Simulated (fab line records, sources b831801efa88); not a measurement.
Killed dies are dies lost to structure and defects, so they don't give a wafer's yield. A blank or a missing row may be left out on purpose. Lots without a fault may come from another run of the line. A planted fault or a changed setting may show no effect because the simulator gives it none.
fab line records | flow gf180mcu
record lots=6 wafers=18 last_day=34
route steps=602 shown CONTACT@303 M1@315
lots that met no fault: from a run of the same line without faults
start_h: hours from the record's first day to the start of the lot's first wafer shown | wait_h: hours since the lot's step before | " the same as in the row above | L1.1+2: a row that stands for several wafers | - no value, or no start given | * or withheld: withheld | < > ~ a bound
route shown NAME@n: a module of which the file shows steps, and the number in the route of the first | usual: mean/standard deviation of fault-free wafers | same: alike in all rows | chamber/n: place in a boat | sites: the reading at each site | _std_site: their standard deviation | _edge_site: outer sites' mean less inner sites' | radius_mm: how far each site lies from the wafer's centre | mask NAME#n: copy n | behind: the tool/chamber that last shaped the wafer | hold: why the lot was held/for how many hours/how that ended | device: the transistor (n, p or np) that didn't switch | end of line: the same wafers' tests at the end of the route | a step without rows: its recipe alone | killed: dies lost to structure and defects at the first sort, not the wafer's yield | map: a wafer's dies, x killed, . not, _ none there
set.NAME: the setting as run; set.NAME@STEP: as run at that earlier step | model.NAME: the simulator's own value behind a step, which no gauge read
lots at some steps of the route; a table a step, a row a wafer
services: from which hour (start_h, from the record's first day; less than 0 if before it) a tool's chamber was out of use, for how many hours, and why
## steps
# step GF_CONTACT_ETCH_16
# recipe chemistry=N2/H2 target_depth_a=withheld overetch_a=withheld time_s=withheld target=BARC ion_energy_ev=200 source_w=500 bias_w=100 pressure_mtorr=30 n2_flow_sccm=100 h2_flow_sccm=200
# step GF_CONTACT_ETCH_17
# recipe chemistry=C4F8/O2/Ar mask_material=KrF target=SiO2 stop_on=CoSi2 source_w=1500 bias_w=1200 pressure_mtorr=40 c4f8_flow_sccm=withheld O2_flow_sccm=6 Ar_flow_sccm=300 time_s=withheld target_depth_a=8600
# usual oes_product_au=0.814/0.0052
# columns lot.wafer tool chamber start_h wait_h oes_product_au
L663.2 rie_diel-02 3 - - 0.810
L663.3 " 2 " " 0.819
L663.4 " 0 " " 0.817
L670.2 rie_diel-03 3 - - 0.821
L670.5 " 1 " " 0.814
L670.6 " 2 " " 0.819
L677.3 rie_diel-02 1 - - 0.827
L677.5 " 3 " " 0.810
L677.6 " 0 " " 0.814
L678.1 rie_diel-02 3 - - 0.820
L678.5 " 3 " " 0.818
L678.6 " 0 " " 0.812
L679.1 rie_diel-03 1 - - 0.812
L679.2 " 3 " " 0.811
L679.4 " 3 " " 0.817
L686.2 rie_diel-03 2 - - 0.808
L686.3 " 0 " " 0.805
L686.4 " 1 " " 0.807
# step GF_CONTACT_STRIP_18
# recipe chemistry=O2/N2 power_w=1400 pressure_mtorr=1500 platen_temp_c=250 o2_flow_sccm=3000 n2_flow_sccm=300 overash_fraction=0.5
# usual drypump_motor_current_A=5.8/0.43 heater_power_w=327/44 oes_product_au=0.579/0.0049
# columns lot.wafer tool chamber start_h wait_h drypump_motor_current_A heater_power_w oes_product_au rf_hours_counter_h
L663.2 plasma_asher-04 1 364.54 - 5.0 330 0.584 73
L663.3 " 0 " " 6.3 302 0.581 -
L663.4 " 1 " " 5.1 334 0.571 -
L670.2 plasma_asher-01 0 431.20 - 5.9 423 0.585 62
L670.5 " 1 " " 6.0 309 0.576 -
L670.6 " 0 " " 5.9 411 0.580 -
L677.3 plasma_asher-03 0 490.29 - 5.7 258 0.569 -
L677.5 " 0 " " 5.7 264 0.574 -
L677.6 " 1 " " 6.1 317 0.584 -
L678.1 plasma_asher-01 1 501.30 - 6.0 306 0.579 68
L678.5 " 0 " " 5.9 410 0.570 -
L678.6 " 1 " " 5.9 305 0.576 -
L679.1 plasma_asher-01 1 505.25 - 6.0 306 0.581 69
L679.2 " 0 " " 5.9 405 0.580 69
L679.4 " 0 " " 5.9 405 0.586 -
L686.2 plasma_asher-03 0 558.66 - 5.7 265 0.577 94
L686.3 " 0 " " 5.8 260 0.584 -
L686.4 " 1 " " 6.1 327 0.579 -
# step GF_CONTACT_CLEAN_19
# recipe chemistry=SPM
# step GF_CONTACT_CLEAN_20
# recipe chemistry=DIW
# step GF_CONTACT_CLEAN_21
# recipe chemistry=dHF time_s=20 dilution=100:1 dry=ipa_marangoni
# step GF_CONTACT_SPUTTER_22
# recipe material=Ti target_thk_nm=15 chamber_pressure_pa=5 power_w=2500 substrate_temp_c=200 time_s=80.02
# usual cathode_dc_power_W=2500.1/0.49 chamber_pressure_pa=5.000/0.01 throttle_valve_pct=30.3/0.94
# columns lot.wafer tool chamber start_h wait_h cathode_dc_power_W chamber_pressure_pa throttle_valve_pct
L663.2 pvd_sputter-02 - 364.93 0.0 2499.5 5.007 30.1
L663.3 " - " " 2500.2 4.980 31.2
L663.4 " - " " 2499.1 5.002 29.7
L670.2 pvd_sputter-02 - 431.51 0.0 2500.0 5.005 31.8
L670.5 " - " " 2499.7 5.003 30.2
L670.6 " - " " 2499.7 4.995 31.1
L677.3 pvd_sputter-02 - 490.55 0.0 2501.2 4.997 31.9
L677.5 " - " " 2500.3 4.999 30.2
L677.6 " - " " 2500.4 5.005 31.1
L678.1 pvd_sputter-02 - 501.60 0.0 2500.2 4.991 30.1
L678.5 " - " " 2499.7 5.012 31.4
L678.6 " - " " 2500.1 4.998 31.9
L679.1 pvd_sputter-03 - 505.55 0.0 2500.3 5.000 30.5
L679.2 " - " " 2500.1 4.994 30.1
L679.4 " - " " 2500.0 5.018 28.7
L686.2 pvd_sputter-02 - 558.96 0.0 2499.5 4.980 31.4
L686.3 " - " " 2499.9 5.031 30.3
L686.4 " - " " 2499.3 5.008 29.8
# step GF_CONTACT_SPUTTER_23
# recipe material=TiN target_thk_nm=10 chamber_pressure_pa=5 power_w=4000 time_s=40
# step GF_CONTACT_CVD_24
# recipe material=W target_thk_nm=300 time_s=90.339 temp_c=400 pressure_torr=40
# step GF_CONTACT_RS_MEAS_25
# recipe thk_meas_gauge=four-point-probe reads=W_of_CONTACT_CVD_24+TiN_of_CONTACT_SPUTTER_23+Ti_of_CONTACT_SPUTTER_22
# usual CONTACT_W_RS=0.386/0.0035
# columns lot.wafer tool chamber start_h wait_h CONTACT_W_RS[ohm/sq]
L663.2 film_metro-02 - 365.15 0.1 0.382
L663.3 " - " " 0.379
L663.4 " - " " 0.387
L670.2 film_metro-02 - 431.73 0.1 0.384
L670.5 " - " " 0.385
L670.6 " - " " 0.385
L677.3 film_metro-02 - 490.79 0.1 0.384
L677.5 " - " " 0.386
L677.6 " - " " 0.390
L678.1 film_metro-04 - 501.80 0.1 0.390
L678.5 " - " " 0.388
L678.6 " - " " 0.389
L679.1 film_metro-01 - 505.75 0.1 0.388
L679.2 " - " " 0.388
L679.4 " - " " 0.387
L686.2 film_metro-01 - 559.18 0.1 0.394
L686.3 " - " " 0.387
L686.4 " - " " 0.388
# step GF_CONTACT_THK_MEAS_26
# recipe thk_meas_gauge=xrf reads=W_of_CONTACT_CVD_24
# usual CONTACT_W_THK=286/3
# columns lot.wafer tool chamber start_h wait_h CONTACT_W_THK[nm]
L663.2 film_metro-02 - 365.26 0.1 289
L663.3 " - " " 292
L663.4 " - " " 286
L670.2 film_metro-02 - 431.84 0.1 289
L670.5 " - " " 287
L670.6 " - " " 287
L677.3 film_metro-02 - 490.89 0.1 284
L677.5 " - " " 286
L677.6 " - " " 283
L678.1 film_metro-04 - 501.92 0.1 281
L678.5 " - " " 282
L678.6 " - " " 282
L679.1 film_metro-01 - 505.87 0.1 284
L679.2 " - " " 286
L679.4 " - " " 286
L686.2 film_metro-01 - 559.29 0.1 280
L686.3 " - " " 286
L686.4 " - " " 283
# step GF_CONTACT_CMP_27
# recipe stop_on=SiO2 down_force_psi=3.5 platen_rpm=60 t_overpolish_s=15 target_thk_nm=0 pad_velocity_m_s=0.94248
# step GF_M1_SPUTTER_00
# recipe material=Ti target_thk_nm=37.5 arriving_ion_energy_ev=80 substrate_temp_c=200 chamber_pressure_pa=2 power_w=4000 time_s=150
# usual cathode_dc_power_W=3999.9/0.74 chamber_pressure_pa=2.000/0.0039 throttle_valve_pct=29.9/1.4
# columns lot.wafer tool chamber start_h wait_h cathode_dc_power_W chamber_pressure_pa throttle_valve_pct
L663.2 pvd_sputter-04 - 365.61 0.1 3998.4 1.997 30.8
L663.3 " - " " 4000.7 2.005 30.6
L663.4 " - " " 3999.7 2.000 27.2
L670.2 pvd_sputter-04 - 432.52 0.1 4000.7 2.005 29.4
L670.5 " - " " 4001.2 1.995 27.5
L670.6 " - " " 4000.0 2.002 30.7
L677.3 pvd_sputter-04 - 491.23 0.1 - - -
L677.5 " - " " - - -
L677.6 " - " " - - -
L678.1 pvd_sputter-04 - 502.28 0.1 - - -
L678.5 " - " " - - -
L678.6 " - " " - - -
L679.1 pvd_sputter-03 - 506.38 0.2 3999.1 2.003 30.3
L679.2 " - " " 4000.3 1.998 30.5
L679.4 " - " " 4000.1 1.999 28.8
L686.2 pvd_sputter-04 - 559.64 0.1 3999.3 2.008 30.6
L686.3 " - " " 3999.7 2.003 29.7
L686.4 " - " " 3999.0 1.997 30.8
# step GF_M1_SPUTTER_01
# recipe material=TiN target_thk_nm=30 power_w=6500 time_s=25 chamber_pressure_pa=0.4
# step GF_M1_SPUTTER_02
# recipe material=AlCu target_thk_nm=450 power_w=10600 time_s=23.9 chamber_pressure_pa=0.4
# step GF_M1_SPUTTER_03
# recipe material=Ti target_thk_nm=10 substrate_temp_c=300 chamber_pressure_pa=0.3 power_w=3000 time_s=6.7
# usual cathode_dc_power_W=3000.1/0.53 chamber_pressure_pa=0.3000/0.00064 throttle_valve_pct=29.9/1.4
# columns lot.wafer tool chamber start_h wait_h cathode_dc_power_W chamber_pressure_pa throttle_valve_pct
L663.2 pvd_sputter-04 - 365.77 0.0 2999.9 0.3008 30.6
L663.3 " - " " 2999.9 0.2998 30.5
L663.4 " - " " 2999.6 0.3000 27.6
L670.2 pvd_sputter-04 - 432.68 0.0 3000.3 0.3004 29.5
L670.5 " - " " 3000.2 0.3008 27.4
L670.6 " - " " 2999.4 0.3001 30.5
L677.3 pvd_sputter-04 - 491.39 0.0 3000.5 0.2996 30.7
L677.5 " - " " 3000.3 0.3000 30.6
L677.6 " - " " 3000.0 0.3001 27.1
L678.1 pvd_sputter-04 - 502.44 0.0 3000.8 0.3007 29.4
L678.5 " - " " 3000.4 0.3011 30.7
L678.6 " - " " 2999.1 0.2991 27.3
L679.1 pvd_sputter-03 - 506.54 0.0 3000.4 0.2996 30.1
L679.2 " - " " 2999.3 0.3004 30.7
L679.4 " - " " 2999.8 0.2994 28.9
L686.2 pvd_sputter-04 - 559.80 0.0 2999.5 0.3000 30.6
L686.3 " - " " 3000.0 0.3002 29.7
L686.4 " - " " 2999.9 0.2994 30.5
# step GF_M1_SPUTTER_04
# recipe material=TiN target_thk_nm=50 power_w=6367 time_s=41.7 chamber_pressure_pa=0.4
# step GF_M1_DEHYDRATE_07
# recipe temp_c=200 time_s=60
# step GF_M1_HMDS_08
# recipe prime_time_s=60 prime_temp_c=120
# step GF_M1_COAT_09
# recipe resist=KrF spin_rpm=withheld resist_thk_nm=1000
# step GF_M1_SOFTBAKE_10
# recipe temp_c=130 time_s=60 resist=KrF
# step GF_M1_EXPOSE_11
# recipe mask_id=Metal1 target_cd_nm=230 na=0.68 source_shape=conventional sigma_outer=0.6 dose_mj=28
# step GF_M1_PEB_12
# recipe peb_temp_c=135 peb_time_s=90 resist=KrF
# step GF_M1_DEVELOP_13
# recipe develop_time_s=60 dev_temp_c=21
# step GF_M1_CD_MEAS_14
# recipe target_cd_nm=230
# usual cd_nm=230.1/1
# columns lot.wafer tool chamber start_h wait_h cd_nm
L663.2 cd_sem-01 - 387.87 0.1 231.6
L663.3 " - " " 232.1
L663.4 " - " " 232.0
L670.2 cd_sem-02 - 456.90 0.1 230.0
L670.5 " - " " 230.2
L670.6 " - " " 230.2
L677.3 cd_sem-02 - 515.25 0.3 231.0
L677.5 " - " " 232.1
L677.6 " - " " 231.5
L678.1 cd_sem-02 - 525.65 0.1 231.3
L678.5 " - " " 232.4
L678.6 " - " " 231.4
L679.1 cd_sem-02 - 529.59 0.1 229.7
L679.2 " - " " 228.4
L679.4 " - " " 228.6
L686.2 cd_sem-01 - 581.29 0.1 228.4
L686.3 " - " " 229.4
L686.4 " - " " 228.1
# step GF_M1_OVL_MEAS_15
# usual M1_OVL=-2/5.1
# columns lot.wafer tool chamber start_h wait_h M1_OVL[nm]
L663.2 overlay-02 - 387.98 0.1 3
L663.3 " - " " 3
L663.4 " - " " 7
L670.2 overlay-02 - 457.01 0.1 -6
L670.5 " - " " 1
L670.6 " - " " -5
L677.3 overlay-01 - 515.34 0.1 -4
L677.5 " - " " -6
L677.6 " - " " -1
L678.1 overlay-01 - 525.77 0.1 -3
L678.5 " - " " 0
L678.6 " - " " -4
L679.1 overlay-01 - 529.71 0.1 -12
L679.2 " - " " -11
L679.4 " - " " -6
L686.2 overlay-02 - 581.39 0.1 1
L686.3 " - " " -4
L686.4 " - " " -2
# step GF_M1_METAL_ETCH_16
# recipe chemistry=Cl2/BCl3 mask_material=KrF target_depth_nm=627.5 stop_on=SiO2 pressure_mtorr=8 icp_w=800 bias_w=140 Cl2_flow_sccm=80 bcl3_flow_sccm=40 time_s=104.6
# usual drypump_motor_current_A=5.70/0.23 mfc_cl2_sccm=79.97/0.24 oes_product_au=0.970/0.0066 throttle_valve_pct=28.252/0.011
# columns lot.wafer tool chamber start_h wait_h drypump_motor_current_A mfc_cl2_sccm oes_product_au rf_hours_counter_h throttle_valve_pct
L663.2 rie_metal-03 0 388.01 0.0 5.79 80.07 0.977 8.3 28.247
L663.3 " 0 " " 5.77 80.00 0.965 - 28.258
L663.4 " 1 " " 5.41 79.88 0.967 - 28.238
L670.2 rie_metal-01 0 457.04 0.0 5.53 79.90 0.966 10.6 28.261
L670.5 " 0 " " 5.54 80.15 0.965 - 28.255
L670.6 " 1 " " 5.71 79.64 0.969 - 28.244
L677.3 rie_metal-02 0 515.41 0.1 6.11 79.80 0.990 - 28.244
L677.5 " 1 " " 5.70 79.92 0.979 - 28.242
L677.6 " 0 " " 6.07 79.52 0.983 - 28.238
L678.1 rie_metal-03 1 525.81 0.0 5.40 79.92 0.994 9.5 28.219
L678.5 " 1 " " 5.39 79.82 0.995 - 28.213
L678.6 " 1 " " 5.41 79.86 0.996 - 28.223
L679.1 rie_metal-03 1 529.74 0.0 5.40 79.92 0.972 9.7 28.268
L679.2 " 1 " " 5.40 79.90 0.979 - 28.252
L679.4 " 1 " " 5.42 79.82 0.973 - 28.265
L686.2 rie_metal-03 0 581.46 0.1 5.81 80.57 0.980 - 28.225
L686.3 " 0 " " 5.81 80.01 0.979 - 28.249
L686.4 " 0 " " 5.83 80.23 0.980 - 28.265
# step GF_M1_STRIP_17
# recipe chemistry=O2/N2 power_w=1400 pressure_mtorr=1500 platen_temp_c=250 o2_flow_sccm=3000 n2_flow_sccm=300 overash_fraction=0.5
# usual drypump_motor_current_A=5.91/0.16 heater_power_w=310/49 oes_product_au=0.557/0.0045 strip_time_to_endpoint_s=7.85/0.048
# columns lot.wafer tool chamber start_h wait_h drypump_motor_current_A heater_power_w oes_product_au rf_hours_counter_h strip_time_to_endpoint_s
L663.2 plasma_asher-03 0 388.12 0.1 5.73 259 0.553 73 7.81
L663.3 " 1 " " 6.11 326 0.553 - 7.80
L663.4 " 0 " " 5.76 260 0.552 - 7.84
L670.2 plasma_asher-02 1 457.15 0.1 5.63 303 0.562 35 7.87
L670.5 " 1 " " 5.62 304 0.554 - 7.84
L670.6 " 0 " " 6.04 275 0.561 - 7.90
L677.3 plasma_asher-01 1 515.51 0.1 5.97 308 0.562 - 7.82
L677.5 " 1 " " 5.97 315 0.554 - 7.85
L677.6 " 0 " " 5.89 410 0.557 - 7.82
L678.1 plasma_asher-01 0 526.03 0.2 5.88 420 0.553 70 7.79
L678.5 " 1 " " 5.94 317 0.560 - 7.83
L678.6 " 0 " " 5.85 414 0.558 - 7.79
L679.1 plasma_asher-03 0 529.97 0.2 5.77 257 0.548 91 7.81
L679.2 " 1 " " 6.11 322 0.552 91 7.76
L679.4 " 1 " " 6.12 317 0.553 - 7.81
L686.2 plasma_asher-01 0 581.65 0.1 5.89 411 0.560 76 7.79
L686.3 " 1 " " 5.94 308 0.554 - 7.80
L686.4 " 0 " " 5.87 420 0.552 - 7.78
## services
# columns tool chamber start_h hours kind
rie_diel-03 - 341.18 2.8 pm
rie_diel-03 3 353.57 14.6 repair
rie_metal-01 1 362.51 6.5 repair
rie_diel-03 - 366.49 0.8 repair
plasma_asher-04 - 381.25 9.9 repair
plasma_asher-01 - 393.30 4.9 pm
rie_metal-01 - 405.03 2.8 pm
pvd_sputter-03 - 417.47 10.6 repair
plasma_asher-04 - 421.25 9.0 pm
plasma_asher-03 - 423.43 1.2 repair
rie_metal-03 - 425.51 1.2 repair
rie_metal-03 - 430.95 2.8 pm
rie_diel-03 - 452.61 4.3 pm
rie_diel-02 0 467.54 2.5 repair
rie_diel-03 3 480.51 5.7 repair
plasma_asher-01 - 488.39 11.6 repair
rie_diel-03 0 492.87 15.2 repair
plasma_asher-01 - 507.79 6.6 repair
plasma_asher-01 - 523.18 2.8 pm
rie_diel-02 1 554.34 6.4 repair
pvd_sputter-04 - 566.72 5.2 repair
rie_metal-03 0 570.05 5.1 repair
rie_diel-02 - 578.98 7.5 repair
pvd_sputter-02 - 579.16 1.7 repair
## key
first_sign step=GF_M1_SPUTTER_00 reading=tool_record direction=missing
effect step=GF_M1_METAL_ETCH_16 reading=oes_product_au direction=up sigmas=3 usual=0.970 struck=0.989
met_at GF_M1_SPUTTER_00
struck_wafers L677.3,L677.5,L677.6,L678.1,L678.5,L678.6
later_rows_left_out L677.3,L677.5,L677.6,L678.1,L678.5,L678.6
sort_left_out L677.3,L677.5,L677.6,L678.1,L678.5,L678.6
onset_between 432.52 491.23
fault kind=skipped_step_whole tool=pvd_sputter-04 chamber=- onset_h=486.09 steps=GF_M1_SPUTTER_00 scope=struck_lots_only
# sort_left_out: the simulated sort isn't trusted on such a fault, so these wafers' sort isn't shown, and their yield isn't known
# later_rows_left_out: the simulator's readings of these wafers behind a module that went badly wrong aren't trusted and aren't shown, but for the sort
